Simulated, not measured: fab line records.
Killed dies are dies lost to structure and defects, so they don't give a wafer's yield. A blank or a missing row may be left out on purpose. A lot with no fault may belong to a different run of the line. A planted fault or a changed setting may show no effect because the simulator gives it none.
fab line records | flow sky130
[record] lots = 7 wafers = 21 lastDay = 47
route steps=708 shown VIA3@593 METAL4@598 CAP2M@603 PAD_OPEN@708
lots untouched by any fault: they come from a run of this same line in which no faults occurred
startH: hours from the record's opening day to when the first of the lot's shown wafers began | waitH: hours elapsed since this lot's preceding step | " unchanged from the row above | L1.1+2: several wafers, shown together as one row | - no value present, or no start provided | * or withheld: withheld | < > ~ a bound
route shown NAME@n: NAME is a module with steps in the file, n the number in the route of the first one | usual: mean/standard deviation taken from wafers without a fault | same: alike in all rows | chamber/n: place in a boat | sites: the reading at each site | _std_site: standard deviation of those values | _edge_site: outer sites' mean less inner sites' | radiusMm: for every site, how far away it sits from the centre of the wafer | mask NAME#n: copy n | behind: the most recent tool/chamber to have shaped the wafer | hold: why the lot was held/for how many hours/how that ended | device: the transistor (n, p or np) that didn't switch | end of line: the same wafers' tests at the end of the route | step lacking rows: just its recipe | killed: the dies lost at the first sort to structure and to defects; this is not the yield of the wafer | map: the dies of a wafer, with x for killed, . for not killed, _ for no die there
set.NAME: the setting as run; set.NAME@STEP: as run at that earlier step | model.NAME: the simulator's own value behind a step, which no gauge read
a table for each step, a row for each wafer; lots at some steps of the route
services: when a tool's chamber went out of use (startH, in hours from the record's first day, below 0 if earlier), for how many hours, and the reason
[[steps]]
[step SKY_VIA3_SPUTTER_20]
[recipe] material = TiN targetThkNm = 20 chamberPressurePa = 4.923 powerW = 4000 timeS = 80
[usual] cathodeDcPowerW = 3999.9/0.77 chamberPressurePa = 4.922/0.01 throttleValvePct = 30.4/0.96
// columns lot.wafer tool chamber startH waitH cathodeDcPowerW chamberPressurePa throttleValvePct
L425.1 pvdSputter-03 - 964.24 0.0 3999.9 4.920 31.6
L425.4 " - " " 3998.5 4.934 29.5
L425.5 " - " " 4000.7 4.922 30.2
L427.2 pvdSputter-04 - 965.77 0.0 3999.0 4.897 30.3
L427.4 " - " " 3999.5 4.937 29.9
L427.6 " - " " 3999.9 4.942 30.8
L431.3 pvdSputter-02 - 991.87 0.0 3999.1 4.911 31.1
L431.4 " - " " 3999.8 4.923 29.8
L431.6 " - " " 4000.9 4.930 31.2
L433.1 pvdSputter-02 - 1000.91 0.0 4000.4 4.938 29.9
L433.3 " - " " 3999.9 4.934 31.5
L433.5 " - " " 4000.3 4.905 31.6
L436.3 pvdSputter-04 - 1047.64 0.0 4000.8 4.913 30.1
L436.5 " - " " 3999.1 4.937 31.0
L436.6 " - " " 4000.1 4.920 30.0
L439.2 pvdSputter-03 - 1052.71 0.0 3998.4 4.919 29.7
L439.4 " - " " 4000.1 4.914 31.6
L439.6 " - " " 3999.1 4.924 29.6
L438.1 pvdSputter-04 - 1055.22 0.0 4000.2 4.934 30.9
L438.3 " - " " 3999.9 4.925 30.1
L438.5 " - " " 3999.9 4.926 30.5
[step SKY_VIA3_CVD_21]
[recipe] material = W targetThkNm = 390 timeS = 117.31 tempC = 400 pressureTorr = 40
[usual] heaterPowerW = 842/74
// columns lot.wafer tool chamber startH waitH heaterPowerW
L425.1 cvdW-01 0 964.30 0.0 870
L425.4 " 1 " " 920
L425.5 " 0 " " 854
L427.2 cvdW-01 1 965.83 0.0 914
L427.4 " 1 " " 901
L427.6 " 1 " " 918
L431.3 cvdW-02 0 991.98 0.1 733
L431.4 " 1 " " 829
L431.6 " 0 " " 733
L433.1 cvdW-02 1 1000.97 0.0 801
L433.3 " 1 " " 803
L433.5 " 1 " " 822
L436.3 cvdW-01 1 1047.74 0.1 926
L436.5 " 0 " " 859
L436.6 " 1 " " 909
L439.2 cvdW-01 1 1052.77 0.0 940
L439.4 " 0 " " 876
L439.6 " 0 " " 865
L438.1 cvdW-01 0 1055.28 0.0 866
L438.3 " 0 " " 860
L438.5 " 0 " " 860
[step SKY_VIA3_RS_MEAS_22]
[recipe] thkMeasGauge = four-point-probe reads = W_of_VIA3_CVD_21+TiN_of_VIA3_SPUTTER_20
[usual] VIA3_W_RS = 0.289/0.0034
// columns lot.wafer tool chamber startH waitH VIA3_W_RS[ohm/sq]
L425.1 filmMetro-01 - 964.43 0.1 0.283
L425.4 " - " " 0.287
L425.5 " - " " 0.289
L427.2 filmMetro-02 - 965.97 0.1 0.287
L427.4 " - " " 0.291
L427.6 " - " " 0.289
L431.3 filmMetro-01 - 992.10 0.1 0.294
L431.4 " - " " 0.288
L431.6 " - " " 0.295
L433.1 filmMetro-04 - 1001.09 0.1 0.290
L433.3 " - " " 0.286
L433.5 " - " " 0.288
L436.3 filmMetro-04 - 1047.87 0.1 0.293
L436.5 " - " " 0.296
L436.6 " - " " 0.287
L439.2 filmMetro-04 - 1052.91 0.1 0.283
L439.4 " - " " 0.288
L439.6 " - " " 0.289
L438.1 filmMetro-04 - 1055.40 0.1 0.289
L438.3 " - " " 0.294
L438.5 " - " " 0.293
[step SKY_VIA3_THK_MEAS_23]
[recipe] thkMeasGauge = xrf reads = W_of_VIA3_CVD_21
[usual] VIA3_W_THK = 403/5.8
// columns lot.wafer tool chamber startH waitH VIA3_W_THK[nm]
L425.1 filmMetro-01 - 964.55 0.1 407
L425.4 " - " " 405
L425.5 " - " " 402
L427.2 filmMetro-02 - 966.08 0.1 407
L427.4 " - " " 400
L427.6 " - " " 404
L431.3 filmMetro-01 - 992.20 0.1 390
L431.4 " - " " 403
L431.6 " - " " 392
L433.1 filmMetro-04 - 1001.21 0.1 406
L433.3 " - " " 408
L433.5 " - " " 404
L436.3 filmMetro-04 - 1047.97 0.1 402
L436.5 " - " " 398
L436.6 " - " " 411
L439.2 filmMetro-04 - 1053.02 0.1 419
L439.4 " - " " 410
L439.6 " - " " 410
L438.1 filmMetro-04 - 1055.52 0.1 406
L438.3 " - " " 400
L438.5 " - " " 403
[step SKY_VIA3_CMP_24]
[recipe] stopOn = SiO2 tOverpolishS = 20 downForcePsi = 3.5 platenRpm = 60 targetThkNm = 0 padVelocityMS = 0.94248
[step SKY_METAL4_SPUTTER_00]
[recipe] material = Ti targetThkNm = 15 powerW = 3000 timeS = 10 chamberPressurePa = 0.4
[step SKY_METAL4_SPUTTER_01]
[recipe] material = TiN targetThkNm = 20 powerW = 6500 timeS = 16.7 chamberPressurePa = 0.4
[step SKY_METAL4_SPUTTER_02]
[recipe] material = AlCu targetThkNm = 735 powerW = 10600 timeS = 39.1 chamberPressurePa = 0.4
[step SKY_METAL4_SPUTTER_03]
[recipe] material = Ti targetThkNm = 5 powerW = 3000 timeS = 3.3 chamberPressurePa = 0.4
[usual] cathodeDcPowerW = 3000.0/0.5 chamberPressurePa = 0.3999/0.00076 throttleValvePct = 30.0/0.91
// columns lot.wafer tool chamber startH waitH cathodeDcPowerW chamberPressurePa throttleValvePct
L425.1 pvdSputter-04 - 964.99 0.0 3000.7 0.4000 30.9
L425.4 " - " " 3000.1 0.4000 30.7
L425.5 " - " " 3000.2 0.3997 30.2
L427.2 pvdSputter-01 - 966.52 0.0 3000.0 0.3990 29.1
L427.4 " - " " 3000.5 0.3993 29.0
L427.6 " - " " 3000.3 0.4001 29.2
L431.3 pvdSputter-01 - 992.62 0.0 2999.6 0.4004 29.0
L431.4 " - " " 3000.5 0.3997 31.0
L431.6 " - " " 3000.8 0.4005 31.4
L433.1 pvdSputter-04 - 1001.66 0.0 2999.8 0.4005 30.3
L433.3 " - " " 3000.4 0.4006 30.1
L433.5 " - " " 2999.5 0.4001 30.8
L436.3 pvdSputter-03 - 1048.39 0.0 3000.2 0.4002 28.8
L436.5 " - " " 3000.8 0.3987 29.8
L436.6 " - " " 3000.5 0.4001 28.5
L439.2 pvdSputter-01 - 1053.48 0.0 3000.5 0.4013 31.1
L439.4 " - " " 2999.9 0.3996 29.3
L439.6 " - " " 2999.8 0.3999 29.1
L438.1 pvdSputter-03 - 1055.97 0.0 2999.8 0.4003 31.5
L438.3 " - " " 2999.2 0.4008 29.9
L438.5 " - " " 3000.2 0.3997 28.7
[step SKY_METAL4_SPUTTER_04]
[recipe] material = TiN targetThkNm = 70 powerW = 6500 timeS = 58.3 chamberPressurePa = 0.4
[usual] cathodeDcPowerW = 6500.0/1.1 chamberPressurePa = 0.4000/0.00088 throttleValvePct = 30.0/0.9
// columns lot.wafer tool chamber startH waitH cathodeDcPowerW chamberPressurePa throttleValvePct
L425.1 pvdSputter-04 - 965.01 0.0 6500.4 0.4007 31.1
L425.4 " - " " 6502.4 0.3994 30.8
L425.5 " - " " 6499.7 0.3986 30.3
L427.2 pvdSputter-01 - 966.54 0.0 6498.2 0.4010 29.2
L427.4 " - " " 6501.3 0.3983 29.0
L427.6 " - " " 6498.6 0.4002 29.1
L431.3 pvdSputter-01 - 992.64 0.0 6498.9 0.4014 29.3
L431.4 " - " " 6502.0 0.3991 31.5
L431.6 " - " " 6499.3 0.3999 31.0
L433.1 pvdSputter-04 - 1001.68 0.0 6498.3 0.3994 29.9
L433.3 " - " " 6500.8 0.3996 30.0
L433.5 " - " " 6498.2 0.3990 31.0
L436.3 pvdSputter-03 - 1048.41 0.0 6499.8 0.4021 28.6
L436.5 " - " " 6499.6 0.3999 29.7
L436.6 " - " " 6501.1 0.4004 28.6
L439.2 pvdSputter-01 - 1053.49 0.0 6499.9 0.4009 31.3
L439.4 " - " " 6501.3 0.4005 29.5
L439.6 " - " " 6499.6 0.3989 29.1
L438.1 pvdSputter-03 - 1055.99 0.0 6499.5 0.3998 31.6
L438.3 " - " " 6499.8 0.3987 29.6
L438.5 " - " " 6499.1 0.4004 28.5
[step SKY_CAP2M_CVD_00]
[recipe] material = SiO2 targetThkNm = 15.5 tempC = 400 timeS = withheld rfW = 450
[usual] heaterPowerW = 699/79
// columns lot.wafer tool chamber startH waitH heaterPowerW
L425.1 pecvd-03 0 965.06 0.0 593
L425.4 " 2 " " 612
L425.5 " 0 " " 588
L427.2 pecvd-04 2 966.59 0.0 688
L427.4 " 2 " " 684
L427.6 " 2 " " 678
L431.3 pecvd-02 0 992.69 0.0 776
L431.4 " 0 " " 745
L431.6 " 1 " " 732
L433.1 pecvd-02 0 1001.73 0.0 781
L433.3 " 1 " " 695
L433.5 " 0 " " 777
L436.3 pecvd-03 2 1048.46 0.0 560
L436.5 " 2 " " 563
L436.6 " 0 " " 625
L439.2 pecvd-02 2 1053.54 0.0 694
L439.4 " 1 " " 754
L439.6 " 0 " " 768
L438.1 pecvd-03 1 1056.04 0.0 706
L438.3 " 0 " " 530
L438.5 " 1 " " 736
[step SKY_CAP2M_THK_MEAS_01]
[recipe] reads = SiO2_of_CAP2M_CVD_00
[usual] CAP2M_CVD_00_THK = 15.46/0.27
// columns lot.wafer tool chamber startH waitH CAP2M_CVD_00_THK[nm]
L425.1 filmMetro-03 - 965.08 - 15.28
L425.4 " - " " 15.38
L425.5 " - " " 15.90
L427.2 filmMetro-03 - 966.63 - 15.23
L427.4 " - " " 15.72
L427.6 " - " " 15.71
L431.3 filmMetro-03 - 992.73 - 15.19
L431.4 " - " " 15.65
L431.6 " - " " 15.49
L433.1 filmMetro-03 - 1001.75 - 15.52
L433.3 " - " " 15.22
L433.5 " - " " 16.10
L436.3 filmMetro-01 - 1048.57 - 15.26
L436.5 " - " " 15.26
L436.6 " - " " 15.83
L439.2 filmMetro-04 - 1053.57 - 15.09
L439.4 " - " " 15.17
L439.6 " - " " 15.64
L438.1 filmMetro-03 - 1056.06 - 15.53
L438.3 " - " " 15.75
L438.5 " - " " 15.65
[step SKY_CAP2M_SPUTTER_02]
[recipe] material = TiN targetThkNm = 200 tempC = 300 powerW = 6500 timeS = 166.7 chamberPressurePa = 0.4
[usual] cathodeDcPowerW = 6500.0/1.1 chamberPressurePa = 0.3999/0.00081 throttleValvePct = 30.2/0.92
// columns lot.wafer tool chamber startH waitH cathodeDcPowerW chamberPressurePa throttleValvePct
L425.1 pvdSputter-02 - 965.14 0.1 6500.1 0.4019 28.1
L425.4 " - " " 6500.9 0.4004 30.7
L425.5 " - " " 6501.3 0.3994 30.7
L427.2 pvdSputter-02 - 966.68 0.0 6499.2 0.4000 28.4
L427.4 " - " " 6499.8 0.4003 31.6
L427.6 " - " " 6498.0 0.3991 28.0
L431.3 pvdSputter-04 - 992.77 0.0 6498.0 0.3992 30.5
L431.4 " - " " 6500.2 0.3999 30.9
L431.6 " - " " 6497.1 0.3997 30.8
L433.1 pvdSputter-02 - 1001.81 0.1 6499.7 0.4011 31.0
L433.3 " - " " 6500.6 0.4002 30.0
L433.5 " - " " 6500.0 0.3997 30.0
L436.3 pvdSputter-01 - 1048.61 0.0 - - -
L436.5 " - " " - - -
L436.6 " - " " - - -
L439.2 pvdSputter-04 - 1053.62 0.0 - - -
L439.4 " - " " - - -
L439.6 " - " " - - -
L438.1 pvdSputter-04 - 1056.12 0.1 - - -
L438.3 " - " " - - -
L438.5 " - " " - - -
[step SKY_CAP2M_RS_MEAS_03]
[recipe] thkMeasGauge = four-point-probe reads = TiN_of_CAP2M_SPUTTER_02
[usual] CAP2M_TIN_RS = 6.94/0.13
// columns lot.wafer tool chamber startH waitH hold CAP2M_TIN_RS[ohm/sq]
L425.1 filmMetro-01 - 965.25 0.1 - 6.98
L425.4 " - " " - 7.04
L425.5 " - " " - 7.00
L427.2 filmMetro-01 - 966.81 0.1 - 6.99
L427.4 " - " " - 6.99
L427.6 " - " " - 6.94
L431.3 filmMetro-01 - 992.92 0.1 - 7.05
L431.4 " - " " - 7.06
L431.6 " - " " - 6.99
L433.1 filmMetro-03 - 1001.92 0.1 - 7.01
L433.3 " - " " - 6.71
L433.5 " - " " - 6.73
L436.3 filmMetro-03 - 1048.76 0.1 awaitDispo/0.2h/release -
L436.5 " - " " awaitDispo/0.2h/release -
L436.6 " - " " awaitDispo/0.2h/release -
L436.3 filmMetro-03 - 1049.14 0.4 - -
L436.5 " - " " - -
L436.6 " - " " - -
L439.2 filmMetro-01 - 1053.75 0.1 awaitDispo/0.2h/release -
L439.4 " - " " awaitDispo/0.2h/release -
L439.6 " - " " awaitDispo/0.2h/release -
L439.2 filmMetro-01 - 1054.04 0.3 - -
L439.4 " - " " - -
L439.6 " - " " - -
L438.1 filmMetro-03 - 1056.23 0.1 awaitDispo/0.2h/release -
L438.3 " - " " awaitDispo/0.2h/release -
L438.5 " - " " awaitDispo/0.2h/release -
L438.1 filmMetro-03 - 1056.52 0.3 - -
L438.3 " - " " - -
L438.5 " - " " - -
[step SKY_PAD_OPEN_PROBE_99]
[usual] defectLimitedYield = 82.4/1.9 killed_at_M0_to_M3 = 45/7.5 killed_at_M4_up = 2.8/1.9 killedAtContacts = 25/5.5 killedAtFrontEnd = 14/4 killedAtOther = 0.3/0.75 killedDies = 87/9.4 killedOpen = 47/6.6 killedShort = 39/6.6 sort_bin_3_pad_short = 0.9/0.39 sort_bin_5_function = 10.4/1.5 sort_bin_6_memory = 6.3/1.2 sortNPass = 405/9.4 sortYieldPct = 82.4/1.9
[same] grossDies = 492 killedAtBackSide = 0 sort_bin_4_leakage[%] = 0 sort_bin_8_speed[%] = 0
// columns lot.wafer tool chamber startH waitH defectLimitedYield[%] killed_at_M0_to_M3 killed_at_M4_up killedAtContacts killedAtFrontEnd killedAtOther killedDies killedOpen killedShort sort_bin_3_pad_short[%] sort_bin_5_function[%] sort_bin_6_memory[%] sortNPass sortYieldPct[%]
L425.1 prober-01 - 1108.34 0.1 82.5 33 11 23 19 0 86 47 34 1.4 8.9 7.1 406 82.5
L425.4 prober-01 - 1108.49 0.2 81.7 41 4 29 16 0 90 43 47 0.8 11.2 6.3 402 81.7
L425.5 prober-01 - 1108.54 0.2 80.9 54 3 27 10 0 94 49 45 1.4 11.4 6.3 398 80.9
L427.2 prober-02 - 1110.11 0.1 83.5 36 4 24 17 0 81 48 33 0.6 10.8 5.1 411 83.5
L427.4 prober-02 - 1110.21 0.2 84.3 35 1 28 13 0 77 38 39 0.4 10.2 5.1 415 84.3
L427.6 prober-02 - 1110.31 0.2 82.7 36 6 23 20 0 85 42 43 0.8 10.0 6.5 407 82.7
L431.3 prober-02 - 1133.53 0.2 81.7 44 6 25 15 0 90 47 43 1.8 10.2 6.3 402 81.7
L431.4 prober-02 - 1133.58 0.2 81.1 47 3 23 19 1 93 48 45 1.0 10.6 7.3 399 81.1
L431.6 prober-02 - 1133.68 0.2 83.3 43 1 23 15 0 82 48 34 0.6 10.8 5.3 410 83.3
L433.1 prober-01 - 1138.62 0.1 82.1 44 2 24 18 0 88 46 42 0.6 10.6 6.7 404 82.1
L433.3 prober-01 - 1138.72 0.2 82.1 49 1 21 17 0 88 50 38 0.4 10.4 7.1 404 82.1
L433.5 prober-01 - 1138.82 0.2 77.2 61 1 26 23 1 112 66 46 1.4 14.2 7.1 380 77.2
// killed by level:class
L425.1 VIA1:geometricParticle:open=9 CONTACT:geometricParticle:open=8 LI_CONTACT:geometricParticle:open=7 VIA2:geometricParticle:open=7 FIELD_ISO:geometricParticle:open=5 METAL4:geometricParticle:short=5 VIA4:areaEtch=5 LOCAL_INTERCONNECT:geometricParticle:short=4
L425.4 CONTACT:geometricParticle:open=13 VIA1:geometricParticle:short=7 METAL2:geometricParticle:short=6 VIA2:geometricParticle:open=6 VIA1:geometricParticle:open=5 METAL1:geometricParticle:short=5 CONTACT:geometricParticle:short=5 VIA2:geometricParticle:short=5
L425.5 VIA1:geometricParticle:open=11 LI_CONTACT:geometricParticle:open=11 METAL2:geometricParticle:short=8 VIA2:geometricParticle:open=8 VIA1:geometricParticle:short=7 LOCAL_INTERCONNECT:geometricParticle:short=6 VIA3:geometricParticle:open=6 CONTACT:geometricParticle:open=5
L427.2 VIA1:geometricParticle:open=9 LI_CONTACT:geometricParticle:open=7 FIELD_ISO:geometricParticle:open=6 CONTACT:geometricParticle:open=6 VIA2:geometricParticle:open=6 METAL1:geometricParticle:short=5 VIA3:geometricParticle:open=5 CONTACT:geometricParticle:short=4
L427.4 CONTACT:geometricParticle:open=11 METAL2:geometricParticle:short=7 LI_CONTACT:geometricParticle:open=6 LI_CONTACT:geometricParticle:short=5 VIA1:geometricParticle:open=5 METAL3:geometricParticle:short=4 POLY_GATE:geometricParticle:short=4 METAL1:geometricParticle:short=4
L427.6 CONTACT:geometricParticle:open=11 VIA1:geometricParticle:open=7 CONTACT:geometricParticle:short=6 VIA1:geometricParticle:short=6 VIA3:geometricParticle:open=6 METAL4:geometricParticle:short=6 FIELD_ISO:geometricParticle:short=5 FIELD_ISO:geometricParticle:open=5
L431.3 VIA1:geometricParticle:open=13 CONTACT:geometricParticle:open=10 VIA3:geometricParticle:open=9 CONTACT:geometricParticle:short=6 LOCAL_INTERCONNECT:geometricParticle:short=5 METAL2:geometricParticle:short=5 METAL1:geometricParticle:short=4 VIA1:geometricParticle:short=4
L431.4 VIA1:geometricParticle:open=10 LI_CONTACT:geometricParticle:open=9 METAL1:geometricParticle:short=9 POLY_GATE:geometricParticle:short=7 CONTACT:geometricParticle:open=6 VIA3:geometricParticle:open=6 METAL2:geometricParticle:short=6 VIA2:geometricParticle:open=5
L431.6 VIA1:geometricParticle:open=10 CONTACT:geometricParticle:open=8 LI_CONTACT:geometricParticle:open=7 VIA2:geometricParticle:open=7 METAL2:geometricParticle:short=7 VIA1:geometricParticle:short=6 POLY_GATE:geometricParticle:open=5 FIELD_ISO:geometricParticle:open=4
L433.1 LI_CONTACT:geometricParticle:open=9 VIA1:geometricParticle:open=8 VIA3:geometricParticle:open=7 LOCAL_INTERCONNECT:geometricParticle:short=6 METAL1:geometricParticle:short=5 CONTACT:geometricParticle:open=5 FIELD_ISO:geometricParticle:short=4 SPACER:geometricParticle:open=4
L433.3 VIA1:geometricParticle:open=10 METAL1:geometricParticle:short=8 CONTACT:geometricParticle:open=8 VIA3:geometricParticle:open=8 FIELD_ISO:geometricParticle:open=6 CONTACT:geometricParticle:short=6 VIA2:geometricParticle:open=6 METAL2:geometricParticle:short=5
L433.5 VIA1:geometricParticle:open=17 FIELD_ISO:geometricParticle:open=10 CONTACT:geometricParticle:open=9 LI_CONTACT:geometricParticle:open=8 METAL1:geometricParticle:short=7 METAL2:geometricParticle:short=7 VIA3:geometricParticle:open=7 CONTACT:geometricParticle:short=5
[[services]]
// columns tool chamber startH hours kind
pecvd-04 2 944.73 5.5 scheduledDown
cvdW-01 0 955.18 1.5 repair
pecvd-04 1 961.21 5.5 scheduledDown
pecvd-02 1 961.62 5.5 scheduledDown
pvdSputter-02 3 966.79 - consumableReplace:kit
pvdSputter-02 3 966.79 18.0 scheduledDown
pvdSputter-02 3 966.79 18.0 ventCycle
pecvd-03 - 970.93 14.6 pm
cvdW-01 - 987.05 14.6 pm
pvdSputter-04 3 998.24 - consumableReplace:kit
pvdSputter-04 3 998.24 18.0 scheduledDown
pvdSputter-04 3 998.24 18.0 ventCycle
pecvd-04 1 999.38 - clean
pecvd-04 1 999.38 - consumableReplace:showerhead
cvdW-01 - 1001.65 6.9 pm
cvdW-02 - 1008.55 28.1 pm
pecvd-02 - 1021.02 2.0 repair
cvdW-01 0 1026.55 4.8 repair
pvdSputter-01 2 1026.85 - consumableReplace:kit
pvdSputter-01 2 1026.85 18.0 scheduledDown
pvdSputter-01 2 1026.85 18.0 ventCycle
pvdSputter-03 1 1041.39 - consumableReplace:kit
pvdSputter-03 1 1041.39 18.0 scheduledDown
pvdSputter-03 1 1041.39 18.0 ventCycle
[[key]]
[firstSign] step = SKY_CAP2M_SPUTTER_02 reading = toolRecord direction = missing
[effect] step = SKY_CAP2M_RS_MEAS_03 reading = visit direction = added
metAt SKY_CAP2M_SPUTTER_02
struckWafers L436.3,L436.5,L436.6,L438.1,L438.3,L438.5,L439.2,L439.4,L439.6
scrappedBehind SKY_CAP2M_RS_MEAS_03 L436.3,L436.5,L436.6,L438.1,L438.3,L438.5,L439.2,L439.4,L439.6
onsetBetween 992.77 1048.61
[fault] kind = skippedStepWhole tool = pvdSputter-01,pvdSputter-04 chamber = - onsetH = 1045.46 steps = SKY_CAP2M_SPUTTER_02 scope = struckLotsOnly
